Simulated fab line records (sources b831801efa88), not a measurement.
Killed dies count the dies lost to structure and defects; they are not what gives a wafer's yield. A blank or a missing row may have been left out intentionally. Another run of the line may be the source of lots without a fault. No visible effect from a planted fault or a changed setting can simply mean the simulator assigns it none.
8D (eight disciplines) problem report, filled in by code -- flow sky130 -- the parts of the form that need people (team, actions taken, sign-off) are left out

== 1. THE PROBLEM ==
Mean of sort_bin_3_pad_short at SKY_PAD_OPEN_PROBE_99: 4.1 % across 3 wafers in 2 lots; on wafers with no fault it is 0.9 % (standard deviation 0.45). That puts it +7.0 standard deviations away from the usual mean.
First seen on wafer L582.2, day 46 08:29, on prober-01. Wafers with a number at this step in the record: 6, from 2 lots. By rule, "out" or "out of limits" means more than 4 standard deviations away from the usual mean. All remaining wafers that have a number are taken as sound.

== 2. WHAT THIS IS AND IS NOT ==
question,is,is not
which readings at this step,"sort_bin_3_pad_short, killed_at_M0_to_M3","killed_at_M4_up, killedAtContacts, killedAtFrontEnd, killedAtOther, killedOpen, killedShort, sort_bin_6_memory"
which lots,"L582, L585",-
which wafers of those lots,"L582.2, L585.1, L585.4","L582.1, L582.4, L585.3"
read on which tools,prober-01,-
when,from day 46 08:29,"up to then (1 sound wafer); but 2 sound wafers of L582, L585 came after"

== 3. WHAT RULES OUT EACH SUSPECT ==
Counting: a tool at a process step up to the reading stays a suspect if it ran every lot that is out. Sound lots after the first of them don't rule it out here, since some wafers of a struck lot are sound.
- plasmaAsher-02 at SKY_VIA3_STRIP_16 (strips in O2/N2): kept. It ran every lot that is out, first L582 (day 40 06:01).
- rieMetal-01 at SKY_METAL5_METAL_ETCH_15 (etches the open film in Cl2/BCl3, stops on SiO2, target depth 1260 nm, time 252 s): kept. It ran every lot that is out, first L582 (day 44 09:42).
- prober-01 at SKY_PAD_OPEN_PROBE_99: kept. It ran every lot that is out, first L582 (day 46 08:26). Out on those wafers are its own readings of killed_at_M0_to_M3, sort_bin_3_pad_short.
- The sound lot-mates ran in chamber 0 of plasmaAsher-02 at SKY_VIA3_STRIP_16, but the wafers that are out ran in chamber 1.
The count leaves plasmaAsher-02 at SKY_VIA3_STRIP_16, rieMetal-01 at SKY_METAL5_METAL_ETCH_15, and prober-01 at SKY_PAD_OPEN_PROBE_99.

== 4. THE CAUSE (what the simulator had put in) ==
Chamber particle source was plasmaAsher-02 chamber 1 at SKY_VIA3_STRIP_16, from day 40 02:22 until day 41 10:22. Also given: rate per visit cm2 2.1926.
Of the 3 suspects that counting leaves, this tool is one.

== 5. THE CHAIN OF EFFECTS, in route order ==
Each row: a reading whose mean over the struck wafers that have a number lies more than 3 standard deviations from the usual. Only readings whose record carries a usual standard deviation are examined. hours: median over the lots of the time between each lot's start at the first step of this table that gives one and its start at this step. sigmas: the change, counted in usual standard deviations.
hours,step,reading,usual,on struck wafers,change,sigmas
0,SKY_PAD_OPEN_PROBE_99,defectLimitedYield,82.6 %,74.3,-8.3,-4.6
0,SKY_PAD_OPEN_PROBE_99,killed_at_M0_to_M3,43,84,+41,+6.5
0,SKY_PAD_OPEN_PROBE_99,killedDies,86,126,+40,+4.4
0,SKY_PAD_OPEN_PROBE_99,sort_bin_3_pad_short,0.9 %,4.1,+3.2,+7.0
0,SKY_PAD_OPEN_PROBE_99,sort_bin_5_function,10.4 %,14.9,+4.5,+3.2
0,SKY_PAD_OPEN_PROBE_99,sortNPass,406,366,-40,-4.4
0,SKY_PAD_OPEN_PROBE_99,sortYieldPct,82.6 %,74.3,-8.3,-4.6
Here are the process steps it includes:
- SKY_PAD_OPEN_PROBE_99

== 6. WHAT WOULD HAVE CAUGHT IT SOONER ==
In this record no reading fell out of limits until day 46 08:29, 150 hours after the fault had begun at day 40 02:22.
An alarm limit of 4 standard deviations would not have fired on the tool readings at SKY_VIA3_STRIP_16 for which the record gives a usual standard deviation, since none of them was out on any struck wafer.
The start of SKY_VIA3_STRIP_16 on plasmaAsher-02 came by day 46 08:29 for every one of the lots that are out (2). Tool hold at that time: it would have spared none of them.
